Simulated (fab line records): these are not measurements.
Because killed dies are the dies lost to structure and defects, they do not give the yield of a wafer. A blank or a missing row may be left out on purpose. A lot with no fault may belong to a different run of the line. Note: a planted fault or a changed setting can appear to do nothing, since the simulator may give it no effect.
fab line records	flow gf180mcu
record: lots: 12	wafers: 36	last_day: 34
route steps=602 shown MVSD@74 VT_IMPLANT@132 CONTACT@314 M1@317
lots that met no fault: from a run of the same line without faults
start_h: hours from the record's opening day to when the first of the lot's shown wafers began	wait_h: hours from the lot's prior step to this one	" unchanged from the row above	L1.1+2: one row covering several wafers at once	- no value present, or no start provided	* or withheld: withheld	< > ~ a bound
route shown NAME@n: NAME is a module with steps in the file, n the number in the route of the first one	usual: the fault-free wafers' mean and standard deviation	same: alike in all rows	chamber/n: place in a boat	sites: per-site readings	_std_site: standard deviation across them	_edge_site: outer sites' mean less inner sites'	radius_mm: for every site, how far away it sits from the centre of the wafer	mask NAME#n: copy n	behind: tool/chamber where the wafer was last shaped	hold: why the lot went on hold/how many hours it stayed there/how the hold came to an end	device: the n, p or np transistor that did not switch	end of line: tests run on the same wafers once the route is complete	for a step that has no rows: nothing shown but its recipe	killed: dies lost to structure and defects at the first sort, not the wafer's yield	map: shows each die of a wafer: x if killed, . if not, _ if none is there
set.NAME: the run value of the setting; set.NAME@STEP: its run value at that earlier step	model.NAME: the simulator's own value behind a step, which no gauge read
one table for each step of the route and one row for each wafer, over a sample of lots
services: from which hour (start_h, from the record's first day; less than 0 if before it) a tool's chamber was out of use, for how many hours, and why
== steps ==
step: GF_MVSD_IMPLANT_08
recipe: species: P	energy_kev: 400	dose_cm2: 1.6e+13	tilt_deg: 0
usual: beam_energy_keV: 399.98/0.13	end_station_pressure_torr: 5.04e-06/2.8e-07
lot.wafer	tool	chamber	start_h	wait_h	beam_energy_keV	end_station_pressure_torr
L483.1	implanter-04	0	83.18	0.0	399.89	4.9e-06
L483.3	"	0	"	"	399.96	4.78e-06
L483.4	"	0	"	"	399.91	5.4e-06
L484.1	implanter-01	0	87.58	0.0	399.93	5.19e-06
L484.5	"	0	"	"	399.91	4.93e-06
L484.6	"	0	"	"	399.94	5.39e-06
L485.1	implanter-01	0	92.76	0.0	400.08	5.31e-06
L485.4	"	0	"	"	400.00	5.06e-06
L485.6	"	0	"	"	400.04	5.24e-06
L488.2	implanter-04	0	110.96	0.0	400.15	4.39e-06
L488.4	"	0	"	"	400.18	5.41e-06
L488.5	"	0	"	"	399.94	5.09e-06
L489.1	implanter-04	0	117.93	0.0	399.96	5.21e-06
L489.4	"	0	"	"	399.81	5.1e-06
L489.5	"	0	"	"	399.89	5.49e-06
L490.1	implanter-04	0	126.11	0.0	400.05	4.92e-06
L490.2	"	0	"	"	399.99	4.89e-06
L490.6	"	0	"	"	400.03	5.43e-06
L494.2	implanter-01	0	147.58	0.0	297.25	4.93e-06
L494.4	"	0	"	"	297.19	4.5e-06
L494.6	"	0	"	"	297.06	4.97e-06
L495.3	implanter-01	0	151.20	0.1	297.19	4.87e-06
L495.5	"	0	"	"	297.08	5.13e-06
L495.6	"	0	"	"	297.10	5.08e-06
L500.1	implanter-02	0	180.23	0.0	400.09	4.65e-06
L500.2	"	0	"	"	400.03	5.25e-06
L500.3	"	0	"	"	400.04	5.26e-06
L501.1	implanter-04	0	185.60	0.0	400.05	4.55e-06
L501.5	"	0	"	"	400.00	4.71e-06
L501.6	"	0	"	"	400.21	5.66e-06
L503.1	implanter-04	0	198.50	0.0	399.76	5.24e-06
L503.2	"	0	"	"	399.86	4.76e-06
L503.6	"	0	"	"	399.76	5.37e-06
L506.1	implanter-04	0	218.31	0.0	399.84	4.57e-06
L506.2	"	0	"	"	399.92	4.93e-06
L506.5	"	0	"	"	400.05	5.55e-06
step: GF_VT_IMPLANT_STRIP_42
recipe: chemistry: O2/N2	power_w: 1400	pressure_mtorr: 1500	platen_temp_c: 250	o2_flow_sccm: 3000	n2_flow_sccm: 300	overash_fraction: 0.5
usual: drypump_motor_current_A: 5.5/0.51	heater_power_w: 350/27	oes_product_au: 0.715/0.0042	strip_time_to_endpoint_s: 12.65/0.038
lot.wafer	tool	chamber	start_h	wait_h	drypump_motor_current_A	heater_power_w	oes_product_au	rf_hours_counter_h	strip_time_to_endpoint_s
L483.1	plasma_asher-03	0	158.46	0.1	5.4	327	0.712	5	12.70
L483.3	"	1	"	"	6.1	372	0.709	-	12.67
L483.4	"	0	"	"	5.4	330	0.722	-	12.67
L484.1	plasma_asher-01	1	162.43	0.1	4.8	378	0.715	39	12.64
L484.5	"	0	"	"	5.9	381	0.711	-	12.68
L484.6	"	1	"	"	4.7	376	0.714	-	12.67
L485.1	plasma_asher-01	1	169.51	0.1	4.7	374	0.716	40	12.66
L485.4	"	0	"	"	5.9	384	0.715	-	12.63
L485.6	"	1	"	"	4.7	374	0.712	-	12.66
L488.2	plasma_asher-04	1	189.63	0.1	6.1	314	0.722	53	12.62
L488.4	"	1	"	"	6.1	307	0.711	-	12.62
L488.5	"	0	"	"	5.2	347	0.717	-	12.61
L489.1	plasma_asher-01	0	198.61	0.1	5.9	377	0.709	43	12.64
L489.4	"	0	"	"	5.9	381	0.720	-	12.64
L489.5	"	1	"	"	4.8	386	0.718	-	12.63
L490.1	plasma_asher-04	1	208.23	0.1	6.1	311	0.711	55	12.61
L490.2	"	0	"	"	5.2	347	0.715	55	12.66
L490.6	"	1	"	"	6.1	308	0.714	-	12.62
L494.2	plasma_asher-04	0	231.98	0.1	5.2	349	0.714	58	12.63
L494.4	"	0	"	"	5.2	355	0.716	-	12.67
L494.6	"	0	"	"	5.2	353	0.710	-	12.63
L495.3	plasma_asher-04	0	236.45	0.1	5.2	342	0.711	-	12.65
L495.5	"	0	"	"	5.2	341	0.716	-	12.66
L495.6	"	1	"	"	6.1	302	0.715	-	12.65
L500.1	plasma_asher-01	1	268.13	0.1	4.8	379	0.720	50	12.71
L500.2	"	0	"	"	5.9	385	0.718	50	12.67
L500.3	"	0	"	"	5.9	371	0.718	-	12.73
L501.1	plasma_asher-01	0	276.21	0.1	5.9	373	0.716	51	12.68
L501.5	"	0	"	"	5.9	370	0.708	-	12.67
L501.6	"	1	"	"	4.8	377	0.712	-	12.70
L503.1	plasma_asher-04	0	289.86	0.1	5.2	341	0.719	63	12.69
L503.2	"	1	"	"	6.1	312	0.719	63	12.67
L503.6	"	1	"	"	6.1	306	0.711	-	12.70
L506.1	plasma_asher-04	1	314.56	0.1	6.1	303	0.722	66	12.64
L506.2	"	0	"	"	5.2	353	0.714	66	12.65
L506.5	"	1	"	"	6.1	309	0.712	-	12.63
step: GF_VT_IMPLANT_RS_MEAS_46
recipe: thk_meas_gauge: four-point-probe
usual: MVSD_RS: 456.7/1.2
lot.wafer	tool	chamber	start_h	wait_h	MVSD_RS[ohm/sq]
L483.1	film_metro-01	-	158.77	0.1	455.9
L483.3	"	-	"	"	457.5
L483.4	"	-	"	"	456.9
L484.1	film_metro-03	-	162.74	0.1	457.6
L484.5	"	-	"	"	455.4
L484.6	"	-	"	"	456.8
L485.1	film_metro-01	-	169.82	0.1	457.5
L485.4	"	-	"	"	458.4
L485.6	"	-	"	"	457.8
L488.2	film_metro-01	-	189.96	0.1	457.3
L488.4	"	-	"	"	455.4
L488.5	"	-	"	"	456.5
L489.1	film_metro-03	-	198.93	0.1	455.4
L489.4	"	-	"	"	455.4
L489.5	"	-	"	"	456.4
L490.1	film_metro-01	-	208.55	0.1	457.7
L490.2	"	-	"	"	457.6
L490.6	"	-	"	"	457.1
L494.2	film_metro-01	-	232.37	0.1	493.9
L494.4	"	-	"	"	493.9
L494.6	"	-	"	"	495.2
L495.3	film_metro-03	-	236.82	0.1	495.1
L495.5	"	-	"	"	493.9
L495.6	"	-	"	"	496.2
L500.1	film_metro-04	-	268.44	0.1	457.5
L500.2	"	-	"	"	455.1
L500.3	"	-	"	"	455.3
L501.1	film_metro-01	-	276.62	0.2	458.4
L501.5	"	-	"	"	457.3
L501.6	"	-	"	"	457.2
L503.1	film_metro-04	-	290.28	0.2	455.9
L503.2	"	-	"	"	455.0
L503.6	"	-	"	"	455.5
L506.1	film_metro-03	-	314.88	0.1	456.8
L506.2	"	-	"	"	457.6
L506.5	"	-	"	"	456.3
step: GF_CONTACT_CMP_27
recipe: stop_on: SiO2	down_force_psi: 3.5	platen_rpm: 60	t_overpolish_s: 15	target_thk_nm: 0	pad_velocity_m_s: 0.94248
usual: edge_zone_pressure_frac: 1.000/0.005	motor_current_A: 10.5/0.88	overpolish_run_s: 15.000/0.009	time_to_endpoint_s: 75/5.4
lot.wafer	tool	chamber	start_h	wait_h	edge_zone_pressure_frac	motor_current_A	overpolish_run_s	time_to_endpoint_s
L483.3	cmp-01	1	362.97	0.0	1.003	11.6	15.000	67
L483.1	"	3	"	"	0.997	11.2	14.988	69
L483.4	"	0	"	"	0.988	9.7	15.011	73
L484.1	cmp-01	1	366.89	0.1	0.996	12.0	14.998	69
L484.5	"	0	"	"	0.988	9.9	14.999	83
L484.6	"	1	"	"	0.997	11.9	15.013	70
L485.1	cmp-02	3	376.21	0.1	0.995	11.2	15.006	84
L485.4	"	2	"	"	0.994	10.9	14.999	75
L485.6	"	0	"	"	1.000	10.0	14.998	71
L489.4	cmp-01	0	423.24	0.1	1.002	9.6	14.996	79
L489.1	"	2	"	"	0.998	9.5	15.004	72
L489.5	"	0	"	"	0.995	9.5	15.000	79
L488.2	cmp-02	0	424.30	0.0	0.997	10.3	15.001	73
L488.4	"	1	"	"	0.993	10.8	14.996	70
L488.5	"	1	"	"	0.991	10.2	14.986	66
L490.1	cmp-01	2	435.94	0.1	0.995	9.3	15.016	78
L490.2	"	1	"	"	0.999	11.9	15.011	71
L490.6	"	3	"	"	1.006	11.2	15.015	74
L494.4	cmp-01	0	467.88	0.0	1.000	9.8	14.995	75
L494.2	"	3	"	"	1.001	11.0	15.002	68
L494.6	"	0	"	"	1.002	9.5	14.998	77
L495.3	cmp-01	3	469.83	0.0	0.999	11.6	14.997	70
L495.5	"	3	"	"	0.998	11.1	15.002	74
L495.6	"	0	"	"	1.001	9.8	15.005	80
L500.1	cmp-01	2	507.63	0.1	1.008	9.7	14.985	75
L500.2	"	0	"	"	1.005	9.5	14.994	83
L500.3	"	1	"	"	0.995	11.5	14.996	73
L501.1	cmp-02	3	516.43	0.2	0.985	11.3	14.989	85
L501.6	"	0	"	"	1.005	9.4	15.000	74
L501.5	"	1	"	"	0.995	10.1	14.991	68
L503.1	cmp-01	3	534.73	0.1	1.010	10.8	14.994	72
L503.2	"	0	"	"	1.001	9.6	15.006	82
L503.6	"	1	"	"	0.996	10.8	15.002	72
L506.2	cmp-01	1	560.41	0.0	1.004	11.7	14.989	80
L506.1	"	0	"	"	0.993	10.1	14.999	88
L506.5	"	1	"	"	1.002	11.9	15.012	76
step: GF_M1_SPUTTER_02
recipe: material: AlCu	target_thk_nm: 450	power_w: 10600	time_s: 23.9	chamber_pressure_pa: 0.4
usual: throttle_valve_pct: 30.1/1.2
lot.wafer	tool	chamber	start_h	wait_h	throttle_valve_pct
L483.1	pvd_sputter-04	-	363.40	0.0	32.3
L483.3	"	-	"	"	29.2
L483.4	"	-	"	"	29.0
L484.1	pvd_sputter-01	-	367.27	0.0	29.3
L484.5	"	-	"	"	28.6
L484.6	"	-	"	"	29.4
L485.1	pvd_sputter-04	-	376.64	0.0	29.6
L485.4	"	-	"	"	32.2
L485.6	"	-	"	"	32.1
L489.1	pvd_sputter-02	-	423.62	0.0	31.7
L489.4	"	-	"	"	30.3
L489.5	"	-	"	"	31.9
L488.2	pvd_sputter-01	-	424.73	0.0	28.8
L488.4	"	-	"	"	28.0
L488.5	"	-	"	"	29.6
L490.1	pvd_sputter-04	-	436.37	0.0	29.0
L490.2	"	-	"	"	32.2
L490.6	"	-	"	"	29.8
L494.2	pvd_sputter-04	-	468.31	0.0	29.8
L494.4	"	-	"	"	32.2
L494.6	"	-	"	"	29.7
L495.3	pvd_sputter-04	-	470.27	0.0	29.7
L495.5	"	-	"	"	28.9
L495.6	"	-	"	"	30.0
L500.1	pvd_sputter-02	-	508.06	0.0	30.1
L500.2	"	-	"	"	29.8
L500.3	"	-	"	"	31.1
L501.1	pvd_sputter-02	-	516.71	0.0	30.3
L501.5	"	-	"	"	30.3
L501.6	"	-	"	"	29.9
L503.1	pvd_sputter-02	-	535.07	0.0	31.5
L503.2	"	-	"	"	31.2
L503.6	"	-	"	"	31.8
L506.1	pvd_sputter-04	-	560.84	0.0	29.3
L506.2	"	-	"	"	29.2
L506.5	"	-	"	"	29.2
== services ==
tool	chamber	start_h	hours	kind
cmp-01	-	120.83	1.4	repair
implanter-04	-	139.20	10.0	repair
implanter-04	-	200.04	3.6	repair
cmp-01	-	219.38	2.1	repair
implanter-04	-	222.35	1.9	repair
cmp-01	-	231.37	0.5	repair
cmp-01	-	232.00	4.0	pm
implanter-04	-	239.35	15.8	repair
cmp-01	-	249.03	2.5	repair
cmp-01	-	251.55	5.5	pm
cmp-01	-	265.84	0.3	repair
implanter-04	-	272.09	1.8	repair
cmp-01	-	275.20	1.8	repair
implanter-04	-	313.50	4.0	repair
implanter-04	-	332.32	1.2	repair
cmp-01	-	351.48	9.0	repair
implanter-04	-	405.21	1.1	repair
cmp-01	-	446.18	0.4	repair
implanter-04	-	455.05	2.5	pm
implanter-04	-	457.89	4.1	repair
cmp-01	-	460.91	1.7	repair
implanter-04	-	461.97	3.2	pm
cmp-01	-	492.65	7.2	pm
cmp-01	-	524.72	2.5	repair
== key ==
first_sign: step: GF_MVSD_IMPLANT_08	reading: beam_energy_keV	direction: down	sigmas: 99+	usual: 399.98	struck: 297.14
effect: step: GF_VT_IMPLANT_RS_MEAS_46	reading: MVSD_RS	direction: up	sigmas: 33	usual: 456.7	struck: 494.7
met_at GF_MVSD_IMPLANT_08
struck_lots L494,L495
tester_left_out L494,L495
not_acting_at GF_VT_IMPLANT_STRIP_42,GF_CONTACT_CMP_27,GF_M1_SPUTTER_02
onset_between 92.76 147.58
fault: kind: process_parameter_drift	tool: implanter-01	chamber: -	onset_h: 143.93	steps: GF_MVSD_IMPLANT_08	channel: energy_kev	offset: -102.88	shape: step	end_h: 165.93	acts_in: these_recipes_only	stated: 400
tester_left_out: of these lots the tester's yield and bins aren't shown, on N5 and GAA mostly nor the transistor test; their killed dies are dies lost to structure and defects alone, not to doping, threshold or leakage, so they don't give the yield
